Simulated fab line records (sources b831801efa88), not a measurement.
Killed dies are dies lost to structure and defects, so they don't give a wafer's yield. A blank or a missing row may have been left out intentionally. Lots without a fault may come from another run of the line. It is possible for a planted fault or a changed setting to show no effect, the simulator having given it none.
A lot that was struck, set against a sound lot ; flow sky130 ; 16 out of 708 route steps
Sound: the wafers L191.1, L191.4, L191.6. Struck: wafer L200.4. (L200.1, L200.6 of the same lot were not struck and are left out.) The cause comes at the end.
For every step that has rows: the tool of each side, followed by ch and its chambers, followed by its first start. Under that, the readings that differ: sound wafers ; struck wafers ; difference of the means ; sigmas: that difference in standard deviations of wafers without a fault.
alike: a reading whose means differ by less than 2 such deviations, as well as words and numbers matching on both sides. not compared: withheld readings; readings where some wafer has no value; bounds like >300 that might hide an equal value; numbers whose values overlap and for which the record gives no deviation.
A row with sigmas, a row that says differs or no value, or rows on one side alone: a step with any of these is where the two part. When numbers do not overlap yet have no deviation, they are printed without sigmas and do not part them. A reading missing from all wafers of one side parts the sides only when that side holds two or more wafers.

SKY_VIA2_BOW_MEAS_03:
  sound: film metro-01 at day 36 13:10; struck: film metro-02 at day 39 07:41
  alike: VIA2_BOW
then, 8 steps without rows for these wafers: SKY_VIA2_DEHYDRATE_04 (time 60 s); SKY_VIA2_HMDS_05 (prime time 60 s); SKY_VIA2_COAT_06 (resist thk 60 nm); SKY_VIA2_COAT_07 (resist thk 450 nm); SKY_VIA2_SOFTBAKE_08 (time 90 s); SKY_VIA2_EXPOSE_09 (exposes mask VIM2, target cd 200 nm); SKY_VIA2_PEB_10; SKY_VIA2_DEVELOP_11 (develop time 60 s).
SKY_VIA2_CD_MEAS_12 targets a cd of 200 nm.
  sound: cd sem-02 at day 37 15:19; struck: cd sem-01 at day 40 08:25
  alike: cd nm
SKY_VIA2_OVL_MEAS_13:
  sound: overlay-02 at day 37 15:26; struck: overlay-01 at day 40 08:32
  alike: VIA2_OVL
SKY_VIA2_ETCH_14: etches BARC in N2/H2, stops on SiO2, time 45.9 s, target depth 60 nm.
  sound on rie diel-02 ch 1,2,3, day 37 15:29; struck on rie diel-03 ch 2, day 40 08:35
reading;sound;struck;difference;sigmas
throttle valve pct (%);13.246 13.212 13.228;13.211;-0.018;-2
  alike: drypump motor current A, oes product au
  not compared: rf hours counter h
SKY_VIA2_ETCH_15: etches SiO2 in C4F8/O2/Ar, stops on TiN, target depth 546 nm, time 84 s.
  sound on rie diel-02 ch 1,2,3, day 37 15:31; struck on rie diel-03 ch 2, day 40 08:37
reading;sound;struck;difference;sigmas
oes product au (a.u.);0.938 0.935 0.936;0.814;-0.122;-27
model.VIA2.feature depth nm (nm);494.7 495.7 495.7;385.7;-109.7;
model.etch.depth nm (nm);494.7 495.7 495.7;385.7;-109.7;
model.KrF-thick_of_VIA2_COAT_07.thk nm (nm);282.6 281.6 286.5;316.1;+32.5;
  not compared: rf hours counter h
SKY_VIA2_STRIP_16: strips in O2/N2.
  sound on plasma asher-02 ch 0,1, day 37 15:35; struck on plasma asher-03 ch 1, day 40 08:41
reading;sound;struck;difference;sigmas
oes product au (a.u.);0.401 0.398 0.403;0.413;+0.012;+3
strip time to endpoint s (s);4.056 4.030 4.097;4.401;+0.340;+13
  alike: drypump motor current A
  not compared: rf hours counter h
then, 1 step without rows for these wafers: SKY_VIA2_STRIP_17 (strips in post etch residue remover, time 1200 s).
-- the record jumps here: 9 days lie between the struck wafers' starts before and after (it left off in module VIA2 and takes up again in module PAD_OPEN, whose first step shown is number 708 of the route) --
SKY_PAD_OPEN_PROBE_99:
  sound: prober-02 at day 46 22:56; struck: prober-01 at day 49 01:28
reading;sound;struck;difference;sigmas
hold;- - -;await dispo/0.7h/release;no value on the sound wafers;
defect limited yield (%);86.0 83.9 86.2;0;-85;-47
killed_at_M0_to_M3;38 39 26;450;+416;+63
killed dies;69 79 68;492;+420;+48
killed on rim;11 15 16;96;+82;+20
killed open;36 41 43;62;+22;+3
sort_bin_5_function (%);6.3 9.6 8.5;91.5;+83.4;+60
sort n pass;423 413 424;0;-420;-48
sort yield pct (%);86.0 83.9 86.2;0;-85;-47
  alike: killed_at_M4_up, killed at contacts, killed at front end, killed at other, killed short, sort_bin_3_pad_short, sort_bin_6_memory

## WHERE THEY PART
First at SKY_VIA2_ETCH_14; last, within this record, at SKY_PAD_OPEN_PROBE_99.

WHY: whatever the simulator had introduced
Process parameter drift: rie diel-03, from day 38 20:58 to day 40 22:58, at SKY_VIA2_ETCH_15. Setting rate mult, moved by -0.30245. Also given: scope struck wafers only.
